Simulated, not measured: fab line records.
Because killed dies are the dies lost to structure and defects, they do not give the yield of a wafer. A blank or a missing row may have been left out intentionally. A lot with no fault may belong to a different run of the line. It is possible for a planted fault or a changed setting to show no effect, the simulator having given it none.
Split-lot experiment / flow sfq line / on a route of 325 steps: 5 lots, 23 wafers read

== THE SPLIT ITSELF ==
At SFQ_TRILAYER_I7_DEP_PECVD_183 (deposits SiO2 from SiH4/N2O, time 111.11 s, target thk 500 nm), the setting time s was moved away from the recipe's 111.11 s on 12 of the 23 wafers read, by -13.4% to -6.5%. The other wafers ran this setting at the recipe's value.

The reading comes from the split's own step.

== THE READING ==
SiO2_of_TRILAYER_I7_DEP_PECVD_183.thk nm (the simulator's own value, which no gauge read), in nm, at SFQ_TRILAYER_I7_DEP_PECVD_183 (deposits SiO2 from SiH4/N2O, time 111.11 s, target thk 500 nm). The file does not state a usual value for it. Across the 11 wafers here that went through the recipe, the average is 499.7 nm and the standard deviation 7.9 nm.

wafer=L074.1; tool, chamber at the split=pecvd-01, 2; time s as run, s=96.24; against the recipe=-13.4%; SiO2_of_TRILAYER_I7_DEP_PECVD_183.thk nm, nm=420.8; against lot-mates on the recipe=-71.4
wafer=L074.2; tool, chamber at the split=pecvd-01, 1; time s as run, s=111.11; against the recipe=recipe; SiO2_of_TRILAYER_I7_DEP_PECVD_183.thk nm, nm=486.4; against lot-mates on the recipe=-
wafer=L074.3; tool, chamber at the split=pecvd-01, 0; time s as run, s=96.24; against the recipe=-13.4%; SiO2_of_TRILAYER_I7_DEP_PECVD_183.thk nm, nm=422.8; against lot-mates on the recipe=-69.4
wafer=L074.4; tool, chamber at the split=pecvd-01, 1; time s as run, s=111.11; against the recipe=recipe; SiO2_of_TRILAYER_I7_DEP_PECVD_183.thk nm, nm=498.1; against lot-mates on the recipe=-
wafer=L074.5; tool, chamber at the split=pecvd-01, 0; time s as run, s=96.24; against the recipe=-13.4%; SiO2_of_TRILAYER_I7_DEP_PECVD_183.thk nm, nm=427.5; against lot-mates on the recipe=-64.8
wafer=L077.1; tool, chamber at the split=pecvd-04, 0; time s as run, s=102.4; against the recipe=-7.8%; SiO2_of_TRILAYER_I7_DEP_PECVD_183.thk nm, nm=453.9; against lot-mates on the recipe=-45.6
wafer=L077.2; tool, chamber at the split=pecvd-04, 1; time s as run, s=111.11; against the recipe=recipe; SiO2_of_TRILAYER_I7_DEP_PECVD_183.thk nm, nm=495.9; against lot-mates on the recipe=-
wafer=L077.3; tool, chamber at the split=pecvd-04, 2; time s as run, s=102.4; against the recipe=-7.8%; SiO2_of_TRILAYER_I7_DEP_PECVD_183.thk nm, nm=458.8; against lot-mates on the recipe=-40.7
wafer=L077.4; tool, chamber at the split=pecvd-04, 1; time s as run, s=111.11; against the recipe=recipe; SiO2_of_TRILAYER_I7_DEP_PECVD_183.thk nm, nm=503.2; against lot-mates on the recipe=-
wafer=L077.5; tool, chamber at the split=pecvd-04, 0; time s as run, s=102.4; against the recipe=-7.8%; SiO2_of_TRILAYER_I7_DEP_PECVD_183.thk nm, nm=456; against lot-mates on the recipe=-43.5
wafer=L078.2; tool, chamber at the split=pecvd-03, 2; time s as run, s=111.11; against the recipe=recipe; SiO2_of_TRILAYER_I7_DEP_PECVD_183.thk nm, nm=490; against lot-mates on the recipe=-
wafer=L078.3; tool, chamber at the split=pecvd-03, 0; time s as run, s=100.4; against the recipe=-9.6%; SiO2_of_TRILAYER_I7_DEP_PECVD_183.thk nm, nm=437.1; against lot-mates on the recipe=-53.8
wafer=L078.4; tool, chamber at the split=pecvd-03, 2; time s as run, s=100.4; against the recipe=-9.6%; SiO2_of_TRILAYER_I7_DEP_PECVD_183.thk nm, nm=451.7; against lot-mates on the recipe=-39.2
wafer=L078.5; tool, chamber at the split=pecvd-03, 0; time s as run, s=100.4; against the recipe=-9.6%; SiO2_of_TRILAYER_I7_DEP_PECVD_183.thk nm, nm=448.1; against lot-mates on the recipe=-42.8
wafer=L078.6; tool, chamber at the split=pecvd-03, 1; time s as run, s=111.11; against the recipe=recipe; SiO2_of_TRILAYER_I7_DEP_PECVD_183.thk nm, nm=491.7; against lot-mates on the recipe=-
wafer=L079.1; tool, chamber at the split=pecvd-04, 1; time s as run, s=111.11; against the recipe=recipe; SiO2_of_TRILAYER_I7_DEP_PECVD_183.thk nm, nm=503.4; against lot-mates on the recipe=-
wafer=L079.2; tool, chamber at the split=pecvd-04, 2; time s as run, s=111.11; against the recipe=recipe; SiO2_of_TRILAYER_I7_DEP_PECVD_183.thk nm, nm=498.2; against lot-mates on the recipe=-
wafer=L079.3; tool, chamber at the split=pecvd-04, 0; time s as run, s=103.9; against the recipe=-6.5%; SiO2_of_TRILAYER_I7_DEP_PECVD_183.thk nm, nm=458; against lot-mates on the recipe=-42.8
wafer=L079.5; tool, chamber at the split=pecvd-04, 0; time s as run, s=103.9; against the recipe=-6.5%; SiO2_of_TRILAYER_I7_DEP_PECVD_183.thk nm, nm=474.9; against lot-mates on the recipe=-25.9
wafer=L079.6; tool, chamber at the split=pecvd-04, 1; time s as run, s=103.9; against the recipe=-6.5%; SiO2_of_TRILAYER_I7_DEP_PECVD_183.thk nm, nm=476; against lot-mates on the recipe=-24.8
wafer=L081.1; tool, chamber at the split=pecvd-04, 1; time s as run, s=111.11; against the recipe=recipe; SiO2_of_TRILAYER_I7_DEP_PECVD_183.thk nm, nm=509.5; against lot-mates on the recipe=-
wafer=L081.4; tool, chamber at the split=pecvd-04, 2; time s as run, s=111.11; against the recipe=recipe; SiO2_of_TRILAYER_I7_DEP_PECVD_183.thk nm, nm=509.3; against lot-mates on the recipe=-
wafer=L081.6; tool, chamber at the split=pecvd-04, 1; time s as run, s=111.11; against the recipe=recipe; SiO2_of_TRILAYER_I7_DEP_PECVD_183.thk nm, nm=510.5; against lot-mates on the recipe=-

THE FIT
A straight line over all 23 wafers: SiO2_of_TRILAYER_I7_DEP_PECVD_183.thk nm changes by +5.59 nm for each +1% of time s; r = +0.97; the points scatter about the line by 7.4 nm.
The same after taking each lot's own level away (the mean of its wafers on the recipe; 23 wafers): +5.05 nm for each +1%; r = +0.98; scatter 5.1 nm.
That fit puts the effect of the largest move of time s on the reading at 68 nm.
From 490.85 to 509.77 nm: that is the span of the lots' own levels, equal to 2.4 times the standard deviation above.
Hence the slope depends on the lot-to-lot level, as the two fits are not the same.
Check: for one of the wafers moved furthest among these (-13.4%), held out of the fit, the line's prediction against its lot-mates is -66.8 nm. Against them it came out at -71.4 nm.

== OTHER SPLITS APPLIED TO THESE WAFERS ==
Other splits were also applied to these wafers ahead of the reading. Each is held against what the fit with the lots' levels taken away leaves over:
other split on the same wafers=SFQ_TRILAYER_R5_BARC_OPEN_METAL_ETCH_177 time s; wafers away from the commonest value=11; r with SiO2_of_TRILAYER_I7_DEP_PECVD_183.thk nm (lot level and that fit taken away)=-0.33
other split on the same wafers=SFQ_TRILAYER_I5_LITHO_COAT_144 resist thk nm; wafers away from the commonest value=10; r with SiO2_of_TRILAYER_I7_DEP_PECVD_183.thk nm (lot level and that fit taken away)=+0.20
other split on the same wafers=SFQ_TRILAYER_C5_LITHO_PEB_154 peb temp c; wafers away from the commonest value=11; r with SiO2_of_TRILAYER_I7_DEP_PECVD_183.thk nm (lot level and that fit taken away)=-0.09
other split on the same wafers=SFQ_TRILAYER_I6_CMP_CMP_166 leave above ref nm; wafers away from the commonest value=10; r with SiO2_of_TRILAYER_I7_DEP_PECVD_183.thk nm (lot level and that fit taken away)=+0.31
other split on the same wafers=SFQ_TRILAYER_I6_VIA_BARC_OPEN_VIA_ETCH_235 bias w; wafers away from the commonest value=10; r with SiO2_of_TRILAYER_I7_DEP_PECVD_183.thk nm (lot level and that fit taken away)=+0.10
other split on the same wafers=SFQ_TRILAYER_M7_LITHO_COAT_182 spin rpm; wafers away from the commonest value=10; r with SiO2_of_TRILAYER_I7_DEP_PECVD_183.thk nm (lot level and that fit taken away)=-0.26

== THE WHOLE CHAIN: every reading that the file lists as answering this split, in the file's order ==
step=SFQ_TRILAYER_I7_DEP_PECVD_183; what it does=deposits SiO2 from SiH4/N2O, time 111.11 s, target thk 500 nm; reading=SiO2_of_TRILAYER_I7_DEP_PECVD_183.thk nm (the simulator's own value, which no gauge read); change (the file's fit)=+5.05 nm for each +1% of the setting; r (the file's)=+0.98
step=SFQ_TRILAYER_I7_CMP_CMP_184; what it does=polishes SiO2; reading=time to endpoint s; change (the file's fit)=withheld for each +1% of the setting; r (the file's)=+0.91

== FILE'S OWN FIT ==
SiO2_of_TRILAYER_I7_DEP_PECVD_183.thk nm changes by +5.05 nm for each +1% of time s, r = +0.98.
